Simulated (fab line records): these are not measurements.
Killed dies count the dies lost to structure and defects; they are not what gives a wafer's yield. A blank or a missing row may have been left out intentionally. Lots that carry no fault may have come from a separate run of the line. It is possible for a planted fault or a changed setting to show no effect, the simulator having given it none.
fab line records + flow sky130
record
- lots=11
- wafers=33
- last_day=50
route steps=708 shown LI_CONTACT@364 LOCAL_INTERCONNECT@400
lots that met no fault: taken from a fault-free run of the same line
start_h: hours from the record's opening day to when the first of the lot's shown wafers began + wait_h: hours elapsed since this lot's preceding step + " identical to the entry in the row above + L1.1+2: a single row standing in for several wafers + - value missing, or start not given + * or withheld: withheld + < > ~ a bound
route shown NAME@n: names a module that has steps shown in the file, with the first one's number in the route + usual: mean and standard deviation over wafers with no fault + same: alike in all rows + chamber/n: place in a boat + sites: each site's reading + _std_site: the standard deviation of these + _edge_site: the outer-site mean with the inner-site mean subtracted + radius_mm: for every site, how far away it sits from the centre of the wafer + mask NAME#n: copy n + behind: the most recent tool/chamber to have shaped the wafer + hold: the reason the lot was held/the length of the hold in hours/how it ended + device: whichever transistor did not switch (one of n, p or np) + end of line: the tests these same wafers got at the end of their route + a step without rows: its recipe alone + killed: the dies lost at the first sort to structure and to defects; this is not the yield of the wafer + map: per-die view of a wafer (x killed, . not killed, _ where there is no die)
set.NAME: the setting the step ran with; set.NAME@STEP: the setting that earlier step ran with + model.NAME: the simulator's own value behind a step, which no gauge read
the route's steps for a sample of lots (tables are steps, rows are wafers)
services: a tool's chamber out of use, with start hour (start_h, from the record's first day; less than 0 if before it), hours out, and reason
## steps
# step SKY_LI_CONTACT_CMP_02
# recipe
- material=PSG
- down_force_psi=4
- platen_rpm=60
- pad_velocity_m_s=0.94248
# usual
- edge_zone_pressure_frac=1.000/0.0048
- motor_current_A=12.5/1.5
- time_to_endpoint_s=33.3/2.5
| lot.wafer | tool   | chamber | start_h | wait_h | edge_zone_pressure_frac | motor_current_A | time_to_endpoint_s |
|-----------|--------|---------|---------|--------|-------------------------|-----------------|--------------------|
| L413.1    | cmp-01 | 1       | 641.15  | 0.1    | 1.000                   | 11.0            | 30.2               |
| L413.5    | "      | 3       | "       | "      | 0.991                   | 14.5            | 29.5               |
| L413.6    | "      | 0       | "       | "      | 0.997                   | 11.9            | 33.3               |
| L415.4    | cmp-01 | 2       | 661.24  | 0.0    | 1.008                   | 12.1            | 33.2               |
| L415.3    | "      | 3       | "       | "      | 1.002                   | 14.7            | 28.4               |
| L415.2    | "      | 1       | "       | "      | 1.008                   | 10.5            | 29.1               |
| L418.4    | cmp-02 | 1       | 700.54  | 0.0    | 0.999                   | 11.5            | 31.6               |
| L418.1    | "      | 2       | "       | "      | 1.000                   | 11.7            | 35.1               |
| L418.2    | "      | 0       | "       | "      | 0.995                   | 13.9            | 36.3               |
| L420.4    | cmp-02 | 3       | 714.65  | 0.1    | 0.999                   | 11.3            | 33.6               |
| L420.6    | "      | 1       | "       | "      | 1.008                   | 11.4            | 32.8               |
| L420.5    | "      | 2       | "       | "      | 1.008                   | 11.8            | 35.2               |
| L422.2    | cmp-02 | 3       | 726.30  | 0.1    | 1.007                   | 11.2            | 35.2               |
| L422.4    | "      | 0       | "       | "      | 1.003                   | 14.0            | 34.7               |
| L422.5    | "      | 1       | "       | "      | 1.002                   | 11.8            | 32.8               |
| L425.2    | cmp-02 | 1       | 742.19  | 0.3    | 1.004                   | 11.8            | 32.3               |
| L425.3    | "      | 3       | "       | "      | 1.005                   | 11.0            | 38.0               |
| L425.6    | "      | 2       | "       | "      | 1.007                   | 11.7            | 35.8               |
| L426.3    | cmp-01 | 3       | 769.69  | 0.0    | 1.002                   | 15.1            | 32.9               |
| L426.1    | "      | 0       | "       | "      | 0.996                   | 12.2            | 32.4               |
| L426.5    | "      | 0       | "       | "      | 0.996                   | 11.8            | 34.6               |
| L429.3    | cmp-01 | 2       | 784.20  | 0.1    | 1.003                   | 13.1            | 35.7               |
| L429.6    | "      | 1       | "       | "      | 1.004                   | 11.0            | 31.5               |
| L429.5    | "      | 2       | "       | "      | 1.000                   | 13.1            | 35.5               |
| L431.2    | cmp-02 | 0       | 791.65  | 0.1    | 1.002                   | 13.9            | 35.8               |
| L431.3    | "      | 1       | "       | "      | 0.997                   | 12.1            | 29.6               |
| L431.4    | "      | 2       | "       | "      | 1.000                   | 11.5            | 34.5               |
| L434.2    | cmp-01 | 0       | 810.30  | 0.1    | 1.000                   | 12.0            | 35.0               |
| L434.4    | "      | 1       | "       | "      | 1.002                   | 11.9            | 36.3               |
| L434.6    | "      | 2       | "       | "      | 0.994                   | 13.2            | 35.4               |
| L436.4    | cmp-02 | 2       | 830.55  | 0.0    | 0.999                   | 11.0            | 35.6               |
| L436.2    | "      | 0       | "       | "      | 1.001                   | 14.9            | 34.4               |
| L436.1    | "      | 1       | "       | "      | 1.002                   | 12.0            | 29.5               |
# step SKY_LI_CONTACT_OVL_MEAS_13
# usual
- LI_CONTACT_OVL=-1/4.9
| lot.wafer | tool       | chamber | start_h | wait_h | LI_CONTACT_OVL[nm] |
|-----------|------------|---------|---------|--------|--------------------|
| L413.1    | overlay-01 | -       | 669.78  | 0.1    | 4                  |
| L413.5    | "          | -       | "       | "      | 0                  |
| L413.6    | "          | -       | "       | "      | 2                  |
| L415.2    | overlay-01 | -       | 690.50  | 0.1    | 4                  |
| L415.3    | "          | -       | "       | "      | 7                  |
| L415.4    | "          | -       | "       | "      | 1                  |
| L418.1    | overlay-02 | -       | 728.43  | 0.1    | -4                 |
| L418.2    | "          | -       | "       | "      | 3                  |
| L418.4    | "          | -       | "       | "      | -2                 |
| L420.4    | overlay-02 | -       | 742.00  | 0.1    | 0                  |
| L420.5    | "          | -       | "       | "      | 3                  |
| L420.6    | "          | -       | "       | "      | -2                 |
| L422.2    | overlay-02 | -       | 754.35  | 0.1    | -6                 |
| L422.4    | "          | -       | "       | "      | -5                 |
| L422.5    | "          | -       | "       | "      | 1                  |
| L425.2    | overlay-02 | -       | 769.69  | 0.1    | 0                  |
| L425.3    | "          | -       | "       | "      | 2                  |
| L425.6    | "          | -       | "       | "      | -5                 |
| L426.1    | overlay-02 | -       | 796.48  | 0.1    | 5                  |
| L426.3    | "          | -       | "       | "      | -5                 |
| L426.5    | "          | -       | "       | "      | -7                 |
| L429.3    | overlay-02 | -       | 811.01  | 0.1    | 1                  |
| L429.5    | "          | -       | "       | "      | -1                 |
| L429.6    | "          | -       | "       | "      | -3                 |
| L431.2    | overlay-01 | -       | 819.05  | 0.1    | -6                 |
| L431.3    | "          | -       | "       | "      | -1                 |
| L431.4    | "          | -       | "       | "      | -6                 |
| L434.2    | overlay-02 | -       | 836.70  | 0.1    | 5                  |
| L434.4    | "          | -       | "       | "      | 10                 |
| L434.6    | "          | -       | "       | "      | 7                  |
| L436.1    | overlay-01 | -       | 857.19  | 0.1    | 4                  |
| L436.2    | "          | -       | "       | "      | 7                  |
| L436.4    | "          | -       | "       | "      | -2                 |
# step SKY_LI_CONTACT_SPUTTER_20
# recipe
- material=TiN
- target_thk_nm=20
- chamber_pressure_pa=5
- power_w=4000
- time_s=80
# usual
- throttle_valve_pct=29.7/0.79
| lot.wafer | tool           | chamber | start_h | wait_h | throttle_valve_pct |
|-----------|----------------|---------|---------|--------|--------------------|
| L413.1    | pvd_sputter-03 | -       | 670.31  | 0.0    | 28.7               |
| L413.5    | "              | -       | "       | "      | 30.9               |
| L413.6    | "              | -       | "       | "      | 31.3               |
| L415.2    | pvd_sputter-03 | -       | 691.02  | 0.0    | 30.9               |
| L415.3    | "              | -       | "       | "      | 31.2               |
| L415.4    | "              | -       | "       | "      | 28.8               |
| L418.1    | pvd_sputter-03 | -       | 728.98  | 0.0    | 30.5               |
| L418.2    | "              | -       | "       | "      | 28.8               |
| L418.4    | "              | -       | "       | "      | 29.0               |
| L420.4    | pvd_sputter-04 | -       | 742.51  | 0.0    | 29.8               |
| L420.5    | "              | -       | "       | "      | 29.0               |
| L420.6    | "              | -       | "       | "      | 29.6               |
| L422.2    | pvd_sputter-03 | -       | 754.87  | 0.0    | 31.0               |
| L422.4    | "              | -       | "       | "      | 28.8               |
| L422.5    | "              | -       | "       | "      | 31.0               |
| L425.2    | pvd_sputter-04 | -       | 770.23  | 0.0    | 29.9               |
| L425.3    | "              | -       | "       | "      | 30.4               |
| L425.6    | "              | -       | "       | "      | 29.9               |
| L426.1    | pvd_sputter-01 | -       | 797.03  | 0.0    | 29.9               |
| L426.3    | "              | -       | "       | "      | 29.0               |
| L426.5    | "              | -       | "       | "      | 28.8               |
| L429.3    | pvd_sputter-04 | -       | 811.55  | 0.0    | 29.8               |
| L429.5    | "              | -       | "       | "      | 29.7               |
| L429.6    | "              | -       | "       | "      | 30.4               |
| L431.2    | pvd_sputter-01 | -       | 819.58  | 0.0    | 29.3               |
| L431.3    | "              | -       | "       | "      | 28.7               |
| L431.4    | "              | -       | "       | "      | 29.8               |
| L434.2    | pvd_sputter-04 | -       | 837.23  | 0.0    | 29.6               |
| L434.4    | "              | -       | "       | "      | 29.9               |
| L434.6    | "              | -       | "       | "      | 30.6               |
| L436.1    | pvd_sputter-01 | -       | 857.73  | 0.0    | 28.8               |
| L436.2    | "              | -       | "       | "      | 29.9               |
| L436.4    | "              | -       | "       | "      | 29.8               |
# step SKY_LOCAL_INTERCONNECT_ETCH_13
# recipe
- chemistry=N2/H2
- target=BARC
- ion_energy_ev=200
- bias_w=100
- pressure_mtorr=30
- n2_flow_sccm=100
- h2_flow_sccm=200
- icp_w=500
- stop_on=SiO2
- time_s=45.9
- target_depth_a=600
# usual
- drypump_motor_current_A=6.2/0.36
- he_backside_leak_sccm=3.24/0.16
- oes_product_au=0.854/0.0048
- run_length_s=74.2/0.46
- throttle_valve_pct=13.223/0.0088
| lot.wafer | tool         | chamber | start_h | wait_h | drypump_motor_current_A | he_backside_leak_sccm | oes_product_au | rf_hours_counter_h | run_length_s | throttle_valve_pct |
|-----------|--------------|---------|---------|--------|-------------------------|-----------------------|----------------|--------------------|--------------|--------------------|
| L413.1    | rie_metal-03 | 0       | 699.53  | 0.0    | 5.9                     | 3.21                  | 0.851          | 15                 | 73.7         | 13.222             |
| L413.5    | "            | 1       | "       | "      | 6.8                     | 3.26                  | 0.848          | -                  | 75.0         | 13.230             |
| L413.6    | "            | 0       | "       | "      | 5.9                     | 3.25                  | 0.855          | -                  | 73.6         | 13.222             |
| L415.2    | rie_metal-02 | 0       | 719.24  | 0.0    | 5.8                     | 3.38                  | 0.852          | -                  | 74.0         | 13.221             |
| L415.3    | "            | 0       | "       | "      | 5.8                     | 3.29                  | 0.856          | -                  | 74.2         | 13.226             |
| L415.4    | "            | 0       | "       | "      | 5.8                     | 3.53                  | 0.866          | -                  | 74.2         | 13.231             |
| L418.1    | rie_metal-01 | 1       | 756.47  | 0.0    | 6.3                     | 2.99                  | 0.861          | 10                 | 74.2         | 13.218             |
| L418.2    | "            | 0       | "       | "      | 5.7                     | 3.37                  | 0.850          | 15                 | 74.0         | 13.227             |
| L418.4    | "            | 0       | "       | "      | 5.7                     | 3.37                  | 0.854          | -                  | 74.0         | 13.220             |
| L420.4    | rie_metal-03 | 1       | 770.68  | 0.1    | 6.7                     | 3.34                  | 0.850          | -                  | 74.8         | 13.213             |
| L420.5    | "            | 1       | "       | "      | 6.7                     | 3.27                  | 0.851          | -                  | 75.2         | 13.224             |
| L420.6    | "            | 1       | "       | "      | 6.7                     | 3.42                  | 0.848          | -                  | 74.8         | 13.222             |
| L422.2    | rie_metal-02 | 0       | 782.82  | 0.0    | 5.8                     | 3.40                  | 0.855          | 13                 | 73.9         | 13.227             |
| L422.4    | "            | 1       | "       | "      | 6.4                     | 2.98                  | 0.861          | -                  | 73.8         | 13.210             |
| L422.5    | "            | 1       | "       | "      | 6.4                     | 2.99                  | 0.854          | -                  | 73.8         | 13.241             |
| L425.2    | rie_metal-03 | 1       | 797.47  | 0.0    | 6.8                     | 3.35                  | 0.860          | 12                 | 75.4         | 13.212             |
| L425.3    | "            | 0       | "       | "      | 5.9                     | 3.07                  | 0.856          | -                  | 74.2         | 13.223             |
| L425.6    | "            | 1       | "       | "      | 6.7                     | 3.26                  | 0.857          | -                  | 74.9         | 13.229             |
| L426.1    | rie_metal-03 | 0       | 824.27  | 0.0    | 5.9                     | 3.10                  | 0.853          | 2                  | 73.5         | 13.222             |
| L426.3    | "            | 1       | "       | "      | 6.7                     | 3.21                  | 0.857          | -                  | 75.5         | 13.220             |
| L426.5    | "            | 1       | "       | "      | 6.7                     | 3.43                  | 0.735          | -                  | 90.0         | 13.219             |
| L429.3    | rie_metal-03 | 0       | 838.30  | 0.0    | 5.9                     | 3.12                  | 0.855          | -                  | 73.8         | 13.214             |
| L429.5    | "            | 0       | "       | "      | 5.9                     | 3.16                  | 0.743          | -                  | 89.0         | 13.211             |
| L429.6    | "            | 1       | "       | "      | 6.8                     | 3.47                  | 0.846          | -                  | 75.2         | 13.218             |
| L431.2    | rie_metal-01 | 1       | 846.42  | 0.0    | 6.3                     | 3.12                  | 0.847          | 14                 | 74.3         | 13.227             |
| L431.3    | "            | 0       | "       | "      | 5.7                     | 3.38                  | 0.854          | -                  | 73.7         | 13.213             |
| L431.4    | "            | 1       | "       | "      | 6.4                     | 3.25                  | 0.857          | -                  | 74.1         | 13.217             |
| L434.2    | rie_metal-02 | 1       | 864.14  | 0.0    | 6.4                     | 3.13                  | 0.852          | -                  | 73.7         | 13.228             |
| L434.4    | "            | 1       | "       | "      | 6.4                     | 3.09                  | 0.855          | -                  | 73.9         | 13.223             |
| L434.6    | "            | 1       | "       | "      | 6.4                     | 3.06                  | 0.861          | -                  | 74.5         | 13.217             |
| L436.1    | rie_metal-02 | 1       | 884.08  | 0.0    | 6.4                     | 3.11                  | 0.861          | 7                  | 73.8         | 13.220             |
| L436.2    | "            | 1       | "       | "      | 6.4                     | 3.08                  | 0.851          | -                  | 74.0         | 13.210             |
| L436.4    | "            | 1       | "       | "      | 6.4                     | 3.09                  | 0.856          | -                  | 73.9         | 13.232             |
# step SKY_LOCAL_INTERCONNECT_STRIP_15
# recipe
- chemistry=O2/N2
- power_w=1400
- pressure_mtorr=1500
- platen_temp_c=withheld
- o2_flow_sccm=3000
- n2_flow_sccm=300
- overash_fraction=0.5
# usual
- drypump_motor_current_A=5.8/0.51
- oes_product_au=0.427/0.0048
- strip_time_to_endpoint_s=4.729/0.02
| lot.wafer | tool            | chamber | start_h | wait_h | drypump_motor_current_A | oes_product_au | rf_hours_counter_h | strip_time_to_endpoint_s |
|-----------|-----------------|---------|---------|--------|-------------------------|----------------|--------------------|--------------------------|
| L413.1    | plasma_asher-04 | 1       | 699.64  | 0.0    | 6.7                     | 0.430          | 88                 | 4.727                    |
| L413.5    | "               | 1       | "       | "      | 6.7                     | 0.436          | -                  | 4.727                    |
| L413.6    | "               | 0       | "       | "      | 6.6                     | 0.427          | -                  | 4.722                    |
| L415.2    | plasma_asher-02 | 1       | 719.44  | 0.1    | 5.6                     | 0.425          | 28                 | 4.749                    |
| L415.3    | "               | 0       | "       | "      | 5.7                     | 0.424          | -                  | 4.727                    |
| L415.4    | "               | 1       | "       | "      | 5.7                     | 0.426          | -                  | 4.731                    |
| L418.1    | plasma_asher-02 | 1       | 756.58  | 0.0    | 5.7                     | 0.428          | 32                 | 4.764                    |
| L418.2    | "               | 0       | "       | "      | 5.7                     | 0.429          | 32                 | 4.720                    |
| L418.4    | "               | 1       | "       | "      | 5.7                     | 0.419          | -                  | 4.708                    |
| L420.4    | plasma_asher-02 | 1       | 770.88  | 0.1    | 5.7                     | 0.422          | -                  | 4.729                    |
| L420.5    | "               | 0       | "       | "      | 5.7                     | 0.426          | -                  | 4.734                    |
| L420.6    | "               | 1       | "       | "      | 5.7                     | 0.430          | -                  | 4.747                    |
| L422.2    | plasma_asher-02 | 1       | 782.93  | 0.0    | 5.7                     | 0.422          | 34                 | 4.753                    |
| L422.4    | "               | 1       | "       | "      | 5.7                     | 0.425          | -                  | 4.701                    |
| L422.5    | "               | 1       | "       | "      | 5.7                     | 0.424          | -                  | 4.691                    |
| L425.2    | plasma_asher-03 | 1       | 797.58  | 0.0    | 6.0                     | 0.437          | 5                  | 4.772                    |
| L425.3    | "               | 1       | "       | "      | 6.0                     | 0.425          | -                  | 4.761                    |
| L425.6    | "               | 1       | "       | "      | 6.0                     | 0.428          | -                  | 4.734                    |
| L426.1    | plasma_asher-02 | 1       | 824.38  | 0.0    | 5.7                     | 0.426          | 39                 | 4.764                    |
| L426.3    | "               | 0       | "       | "      | 5.8                     | 0.427          | -                  | 4.754                    |
| L426.5    | "               | 1       | "       | "      | 5.7                     | 0.419          | -                  | 4.600                    |
| L429.3    | plasma_asher-02 | 0       | 838.42  | 0.1    | 5.7                     | 0.427          | -                  | 4.715                    |
| L429.5    | "               | 0       | "       | "      | 5.6                     | 0.422          | -                  | 4.560                    |
| L429.6    | "               | 1       | "       | "      | 5.7                     | 0.427          | -                  | 4.749                    |
| L431.2    | plasma_asher-04 | 1       | 846.54  | 0.0    | 6.7                     | 0.426          | 103                | 4.753                    |
| L431.3    | "               | 0       | "       | "      | 6.6                     | 0.433          | -                  | 4.740                    |
| L431.4    | "               | 1       | "       | "      | 6.7                     | 0.437          | -                  | 4.755                    |
| L434.2    | plasma_asher-03 | 0       | 864.35  | 0.1    | 4.9                     | 0.429          | 12                 | 4.736                    |
| L434.4    | "               | 1       | "       | "      | 6.0                     | 0.439          | -                  | 4.738                    |
| L434.6    | "               | 0       | "       | "      | 4.9                     | 0.437          | -                  | 4.742                    |
| L436.1    | plasma_asher-03 | 0       | 884.31  | 0.1    | 4.9                     | 0.423          | 14                 | 4.703                    |
| L436.2    | "               | 1       | "       | "      | 6.0                     | 0.422          | 14                 | 4.703                    |
| L436.4    | "               | 0       | "       | "      | 4.9                     | 0.431          | -                  | 4.689                    |
## services
| tool            | chamber | start_h | hours | kind   |
|-----------------|---------|---------|-------|--------|
| cmp-02          | -       | 621.43  | 1.0   | repair |
| pvd_sputter-04  | -       | 624.07  | 0.9   | repair |
| rie_metal-03    | 1       | 638.45  | 4.0   | repair |
| plasma_asher-02 | -       | 638.97  | 0.8   | repair |
| rie_metal-02    | -       | 640.83  | 2.8   | pm     |
| plasma_asher-02 | -       | 644.50  | 14.6  | pm     |
| rie_metal-03    | -       | 648.82  | 0.7   | repair |
| pvd_sputter-04  | -       | 663.64  | 1.8   | repair |
| cmp-01          | -       | 664.24  | 0.3   | repair |
| cmp-01          | -       | 679.46  | 0.3   | repair |
| cmp-01          | -       | 681.07  | 4.7   | repair |
| rie_metal-03    | -       | 691.38  | 0.4   | repair |
| rie_metal-03    | 1       | 727.80  | 32.1  | repair |
| cmp-01          | -       | 739.81  | 4.4   | repair |
| cmp-01          | -       | 744.21  | 5.0   | pm     |
| cmp-01          | -       | 749.21  | 4.0   | pm     |
| rie_metal-03    | 0       | 750.64  | 4.3   | repair |
| plasma_asher-02 | -       | 758.76  | 0.7   | repair |
| cmp-01          | -       | 759.58  | 3.8   | repair |
| rie_metal-03    | -       | 804.14  | 2.8   | pm     |
| cmp-01          | -       | 823.34  | 2.7   | repair |
| cmp-01          | -       | 836.44  | 1.8   | repair |
| cmp-01          | -       | 836.74  | 0.4   | repair |
| cmp-02          | -       | 856.57  | 5.7   | pm     |
## key
first_sign
- step=SKY_LOCAL_INTERCONNECT_ETCH_13
- reading=run_length_s
- direction=up
- sigmas=33
- usual=*
- struck=*
effect
- step=SKY_LOCAL_INTERCONNECT_ETCH_13
- reading=oes_product_au
- direction=down
- sigmas=24
- usual=0.854
- struck=0.739
effect
- step=SKY_LOCAL_INTERCONNECT_STRIP_15
- reading=strip_time_to_endpoint_s
- direction=down
- sigmas=7.4
- usual=*
- struck=*
met_at SKY_LOCAL_INTERCONNECT_ETCH_13
struck_lots L426,L429
struck_wafers L426.5,L429.5
tester_left_out L426,L429
not_acting_at SKY_LI_CONTACT_CMP_02,SKY_LI_CONTACT_OVL_MEAS_13,SKY_LI_CONTACT_SPUTTER_20
onset_between 797.47 824.27
fault
- kind=process_parameter_drift
- tool=rie_metal-03
- chamber=-
- onset_h=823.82
- steps=SKY_LOCAL_INTERCONNECT_ETCH_13
- channel=time_s
- offset=*
- shape=step
- end_h=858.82
- scope=struck_wafers_only
- acts_in=*
- stated=*
# tester_left_out: of these lots the tester's yield and bins aren't shown, on N5 and GAA mostly nor the transistor test; their killed dies are dies lost to structure and defects alone, not to doping, threshold or leakage, so they don't give the yield
